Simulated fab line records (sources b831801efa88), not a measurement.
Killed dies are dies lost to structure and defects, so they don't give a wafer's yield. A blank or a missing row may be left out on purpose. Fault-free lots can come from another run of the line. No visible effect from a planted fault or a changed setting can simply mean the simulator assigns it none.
The tool behind it: which one? || flow sky130 || 6 lots, 18 wafers sampled, at 4 steps of a route of 708

== WHAT THE GAUGES SHOWED, per wafer ==
SKY_SONOS_ONO_THK_MEAS_03.
{"lot": "L721", "measured": "day 11 22:57", "on": "film_metro-02", "SONOS_ONO_CVD_02_THK (nm)": "10.45 10.66 10.52"}
{"lot": "L723", "measured": "day 12 20:59", "on": "film_metro-02", "SONOS_ONO_CVD_02_THK (nm)": "10.45 10.42 10.52"}
{"lot": "L725", "measured": "day 13 10:21", "on": "film_metro-01", "SONOS_ONO_CVD_02_THK (nm)": "10.52 10.55 10.47"}
{"lot": "L730", "measured": "day 15 04:07", "on": "film_metro-04", "SONOS_ONO_CVD_02_THK (nm)": "10.33 10.40 10.27"}
{"lot": "L735", "measured": "day 16 10:09", "on": "film_metro-02", "SONOS_ONO_CVD_02_THK (nm)": "10.40 10.48 10.50"}
{"lot": "L737", "measured": "day 17 04:23", "on": "film_metro-04", "SONOS_ONO_CVD_02_THK (nm)": "18.95 18.89 18.92"}

== WHICH TOOL RAN EACH LOT (tool, then ch and the chambers of the sampled wafers, then the start) ==
{"lot": "L721", "SKY_FIELD_ISO_CMP_27": "cmp-01 ch 0,2,3, day 2 14:41", "SKY_VT_ADJUST_HVTP_STRIP_10": "plasma_asher-03 ch 0,1, day 6 09:36", "SKY_SONOS_ONO_CVD_02": "lpcvd-02 ch 0, day 11 21:54"}
{"lot": "L723", "SKY_FIELD_ISO_CMP_27": "cmp-01 ch 0,2,3, day 3 03:19", "SKY_VT_ADJUST_HVTP_STRIP_10": "plasma_asher-04 ch 0,1, day 6 23:36", "SKY_SONOS_ONO_CVD_02": "lpcvd-02 ch 1, day 12 19:25"}
{"lot": "L725", "SKY_FIELD_ISO_CMP_27": "cmp-01 ch 2,3, day 3 11:31", "SKY_VT_ADJUST_HVTP_STRIP_10": "plasma_asher-03 ch 0,1, day 7 14:27", "SKY_SONOS_ONO_CVD_02": "lpcvd-02 ch 0, day 13 09:17"}
{"lot": "L730", "SKY_FIELD_ISO_CMP_27": "cmp-01 ch 1,2, day 4 18:38", "SKY_VT_ADJUST_HVTP_STRIP_10": "plasma_asher-03 ch 0,1, day 9 01:36", "SKY_SONOS_ONO_CVD_02": "lpcvd-02 ch 1, day 15 03:02"}
{"lot": "L735", "SKY_FIELD_ISO_CMP_27": "cmp-02 ch 0,1,2, day 5 15:04", "SKY_VT_ADJUST_HVTP_STRIP_10": "plasma_asher-03 ch 0,1, day 10 00:15", "SKY_SONOS_ONO_CVD_02": "lpcvd-02 ch 0, day 16 09:06"}
{"lot": "L737", "SKY_FIELD_ISO_CMP_27": "cmp-01 ch 1,2,3, day 6 02:23", "SKY_VT_ADJUST_HVTP_STRIP_10": "plasma_asher-04 ch 0,1, day 10 15:38", "SKY_SONOS_ONO_CVD_02": "lpcvd-02 ch 0, day 17 03:19"}
- SKY_FIELD_ISO_CMP_27: polishes, stops on Si3N4, t overpolish 16 s, target thk 457.8 nm.
- SKY_VT_ADJUST_HVTP_STRIP_10: strips in O2/N2.
- SKY_SONOS_ONO_CVD_02: deposits Si3N4 from DCS/NH3, target thk 10.5 nm, time 180 s.

== THE ANSWER, worked out from the rows above alone ==
Rule: what is usual is taken from the lots themselves. Put in order of their means at a reading, lots are off if they are a third of the lots or fewer, leave a main group of 4 or more, and stand apart from it by a gap of 3 or more times the standard deviation of the main group's means; of several such gaps the widest counts. A main group is skipped when, at the precision printed for the reading in the tables above, its means are all equal. A lot without any number at a reading at which 4 lots or more have one is off too. The other lots that the step has rows for count as sound.
Off: L737, at SKY_SONOS_ONO_THK_MEAS_03 (SONOS_ONO_CVD_02_THK). For the main group the mean is 10.46 nm and the standard deviation 0.072.
A tool fits if, at a process step before that reading, it ran every lot that is off, and no sound lot after the first of them. The gauges at SKY_SONOS_ONO_THK_MEAS_03 are tried like those tools. Can't be told from this: 4 tools fit, cmp-01 at SKY_FIELD_ISO_CMP_27, plasma_asher-04 at SKY_VT_ADJUST_HVTP_STRIP_10, lpcvd-02 at SKY_SONOS_ONO_CVD_02, film_metro-04 at SKY_SONOS_ONO_THK_MEAS_03.

== WHAT THE SIMULATOR HAD INSERTED ==
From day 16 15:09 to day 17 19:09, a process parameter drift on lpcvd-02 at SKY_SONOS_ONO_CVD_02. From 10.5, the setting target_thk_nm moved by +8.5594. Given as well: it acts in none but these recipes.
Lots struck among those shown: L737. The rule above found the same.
